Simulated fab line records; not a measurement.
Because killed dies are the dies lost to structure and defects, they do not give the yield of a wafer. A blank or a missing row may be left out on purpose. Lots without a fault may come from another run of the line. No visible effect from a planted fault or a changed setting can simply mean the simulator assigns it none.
Chamber matching :: flow sfq line :: SFQ_TRILAYER_I3_DEP_PECVD_081 on pecvd-03 has 3 sister chambers
The step deposits SiO2 from SiH4/N2O, time 111.11 s, target thk 500 nm. 6 wafers are shown with their chamber, then 7 later ones without.

== WAFERS, EACH WITH ITS CHAMBER ==
wafer: L695.1
chamber: 1
throttle valve pct (%): 26.2
rf fwd power W (W): 182.2

wafer: L697.5
chamber: 0
throttle valve pct (%): 24.9
rf fwd power W (W): 181.9

wafer: L701.4
chamber: 0
throttle valve pct (%): 24.8
rf fwd power W (W): 181.4

wafer: L701.5
chamber: 2
throttle valve pct (%): 26.9
rf fwd power W (W): 183.6

wafer: L703.4
chamber: 1
throttle valve pct (%): 25.9
rf fwd power W (W): 182.3

wafer: L703.5
chamber: 2
throttle valve pct (%): 26.9
rf fwd power W (W): 183.2

== WAFERS WITH NO CHAMBER GIVEN ==
wafer: L703.6
throttle valve pct (%): 24.6
rf fwd power W (W): 181.2

wafer: L707.1
throttle valve pct (%): 27.1
rf fwd power W (W): 182.9

wafer: L707.3
throttle valve pct (%): 26.2
rf fwd power W (W): 182.7

wafer: L707.4
throttle valve pct (%): 24.8
rf fwd power W (W): 181.9

wafer: L709.3
throttle valve pct (%): 24.6
rf fwd power W (W): 182.3

wafer: L709.5
throttle valve pct (%): 26.2
rf fwd power W (W): 182.1

wafer: L709.6
throttle valve pct (%): 24.7
rf fwd power W (W): 181.9

== WHICH CHAMBER EACH ONE RAN IN ==
wafer: L703.6
from the rows above: 0
in truth: 0

wafer: L707.1
from the rows above: 2
in truth: 2

wafer: L707.3
from the rows above: 1
in truth: 1

wafer: L707.4
from the rows above: 0
in truth: 0

wafer: L709.3
from the rows above: 0
in truth: 0

wafer: L709.5
from the rows above: 1
in truth: 1

wafer: L709.6
from the rows above: 0
in truth: 0
Correct placement for 7 of the 7. Can't be placed from these rows: 0. Wrongly placed: 0.
How it was worked out, from the rows above alone: a wafer's distance from a chamber is the root of the sum, over the readings, of the square of ((its reading less the chamber's mean) divided by the reading's scatter). The wafer belongs to the nearest chamber; if the next one is less than 2 further off, it can't be placed. The mean given for a chamber averages the wafers shown for that chamber. The scatter: the root of (the sum of the squares of (reading less its chamber's mean) over the shown wafers, divided by (wafers less chambers)).
